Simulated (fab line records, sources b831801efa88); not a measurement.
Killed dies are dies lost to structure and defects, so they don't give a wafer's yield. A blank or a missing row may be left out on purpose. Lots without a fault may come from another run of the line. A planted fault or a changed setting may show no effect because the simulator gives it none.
A struck lot beside a sound one | flow sky130 | 21 steps out of a route of 708
Sound: wafers L582.1, L582.2, L582.5. Struck: wafers L588.5, L588.6. (L588.2 of the same lot was not struck and is left out.) The cause comes at the end.
At each step with rows: each side's tool, then ch and its chambers, then its first start. Under that, the readings that differ: sound wafers | struck wafers | difference of the means | sigmas: that difference in standard deviations of wafers without a fault.
alike: readings whose means differ by less than 2 such deviations, and words and numbers that are the same on both sides. not compared: withheld readings, readings that some wafer has no value for, bounds like >300 that may hide the same value, and numbers for which the record gives no deviation and whose values overlap.
The two part at a step that has a row with sigmas, a row that says differs or no value, or rows on one side only. Numbers that don't overlap but have no deviation are shown without sigmas and don't part them. A reading that every wafer of one side lacks parts them only if that side has two wafers or more.

SKY_LI_CONTACT_CVD_21: deposits W, target thk 400 nm, time 120.56 s.
  sound on cvd_w-01 ch 0,1, day 31 21:05; struck on cvd_w-02 ch 0,1, day 33 18:38
  alike: heater_power_outer_w, heater_power_w
SKY_LI_CONTACT_RS_MEAS_22: measures by four-point-probe.
  sound on film_metro-01, day 31 21:13; struck on film_metro-01, day 33 18:47
  alike: LI_CONTACT_W_RS
SKY_LI_CONTACT_THK_MEAS_23: measures by xrf.
  sound on film_metro-01, day 31 21:20; struck on film_metro-01, day 33 18:53
  alike: LI_CONTACT_W_THK
SKY_LI_CONTACT_CMP_24: polishes, stops on PSG, t overpolish 20 s, target thk 0 nm.
  sound on cmp-01 ch 1,2,3, day 31 21:26; struck on cmp-02 ch 2,3, day 33 19:02
  alike: head_pressure_psi, motor_current_A, overpolish_run_s, time_to_endpoint_s
SKY_LOCAL_INTERCONNECT_SPUTTER_00: material TiN, target thk 100 nm, time 83.3 s.
  sound on pvd_sputter-04, day 31 21:41; struck on pvd_sputter-02, day 33 19:14
  alike: substrate_temp_c, throttle_valve_pct
SKY_LOCAL_INTERCONNECT_RS_MEAS_01: measures by four-point-probe.
  sound on film_metro-03, day 31 21:45; struck on film_metro-03, day 33 19:20
  reading                            | sound             | struck      | difference | sigmas
  LOCAL_INTERCONNECT_TIN_RS (ohm/sq) | 14.22 14.15 14.26 | 13.79 13.93 | -0.35      | -2
SKY_LOCAL_INTERCONNECT_THK_MEAS_02: measures by xrf.
  sound on film_metro-03, day 31 21:52; struck on film_metro-03, day 33 19:26
  reading                         | sound           | struck      | difference | sigmas
  LOCAL_INTERCONNECT_TIN_THK (nm) | 99.2 100.0 99.9 | 103.1 102.1 | +2.9       | +2
then, 5 steps without rows for these wafers: SKY_LOCAL_INTERCONNECT_DEHYDRATE_03 (time 60 s); SKY_LOCAL_INTERCONNECT_HMDS_04 (prime time 60 s); SKY_LOCAL_INTERCONNECT_COAT_05 (resist thk 60 nm); SKY_LOCAL_INTERCONNECT_COAT_06 (resist thk 450 nm); SKY_LOCAL_INTERCONNECT_SOFTBAKE_07 (time 90 s).
SKY_LOCAL_INTERCONNECT_EXPOSE_08: exposes mask LI1M, target cd 170 nm.
  sound on krf_scanner-01 ch 0, day 32 10:33; struck on krf_scanner-02 ch 0, day 34 09:29
  alike: mask
then, 2 steps without rows for these wafers: SKY_LOCAL_INTERCONNECT_PEB_09; SKY_LOCAL_INTERCONNECT_DEVELOP_10 (develop time 60 s).
SKY_LOCAL_INTERCONNECT_CD_MEAS_11: target cd 170 nm.
  sound on cd_sem-02, day 33 00:10; struck on cd_sem-02, day 34 22:34
  reading    | sound             | struck      | difference | sigmas
  cd_nm (nm) | 169.4 169.9 169.6 | 116.4 116.4 | -53.2      | -35
SKY_LOCAL_INTERCONNECT_OVL_MEAS_12:
  sound on overlay-02, day 33 00:17; struck on overlay-01, day 34 22:41
  reading                     | sound  | struck | difference | sigmas
  LOCAL_INTERCONNECT_OVL (nm) | 5 10 0 | -4 -12 | -13        | -2
SKY_LOCAL_INTERCONNECT_ETCH_13: etches BARC in N2/H2, stops on SiO2, time 45.9 s, target depth 60 nm.
  sound on rie_metal-02 ch 0,1, day 33 00:19; struck on rie_metal-04 ch 0,1, day 34 22:43
  reading                             | sound           | struck      | difference | sigmas
  model.LOCAL_INTERCONNECT.cd_nm (nm) | 170 169.7 169.5 | 116.4 116.6 | -53.2      |
  alike: drypump_motor_current_A, oes_product_au, throttle_valve_pct
  not compared: rf_hours_counter_h
SKY_LOCAL_INTERCONNECT_METAL_ETCH_14: etches TiN in Cl2/BCl3, stops on PSG, target depth 110 nm, time 31.4 s.
  sound on rie_metal-02 ch 0,1, day 33 00:23; struck on rie_metal-04 ch 0,1, day 34 22:46
  reading                             | sound             | struck      | difference | sigmas
  oes_product_au (a.u.)               | 0.937 0.927 0.933 | 0.959 0.957 | +0.026     | +3
  model.LOCAL_INTERCONNECT.cd_nm (nm) | 169 170.3 170.5   | 116.6 116.1 | -53.6      |
  alike: drypump_motor_current_A, throttle_valve_pct
  not compared: rf_hours_counter_h
SKY_LOCAL_INTERCONNECT_STRIP_15: strips in O2/N2.
  sound on plasma_asher-01 ch 0,1, day 33 00:26; struck on plasma_asher-03 ch 0,1, day 34 22:49
  reading                     | sound       | struck  | difference | sigmas
  drypump_motor_current_A (A) | 5.4 4.9 4.9 | 6.1 6.3 | +1.1       | +2
  alike: o2_flow_sccm, oes_product_au, strip_time_to_endpoint_s
  not compared: rf_hours_counter_h
-- the record jumps here: 14 days lie between the struck wafers' starts before and after (it left off in module LOCAL_INTERCONNECT and takes up again in module PAD_OPEN, whose first step shown is number 708 of the route) --
SKY_PAD_OPEN_PROBE_99:
  sound on prober-01, day 47 19:52; struck on prober-02, day 49 07:26
  reading            | sound    | struck  | difference | sigmas
  killed_at_contacts | 13 15 22 | 430 422 | +409       | +80
  killed_at_other    | 1 1 2    | 0 0     | -1         | -2
  killed_dies        | 85 83 80 | 492 492 | +409       | +43
  killed_on_rim      | 20 15 20 | 96 96   | +78        | +20
  alike: killed_at_M0_to_M3, killed_at_M4_up, killed_at_front_end, killed_open, killed_short

WHERE THEY PART
First at SKY_LOCAL_INTERCONNECT_RS_MEAS_01; last, within this record, at SKY_PAD_OPEN_PROBE_99.

WHY: what the simulator had put in
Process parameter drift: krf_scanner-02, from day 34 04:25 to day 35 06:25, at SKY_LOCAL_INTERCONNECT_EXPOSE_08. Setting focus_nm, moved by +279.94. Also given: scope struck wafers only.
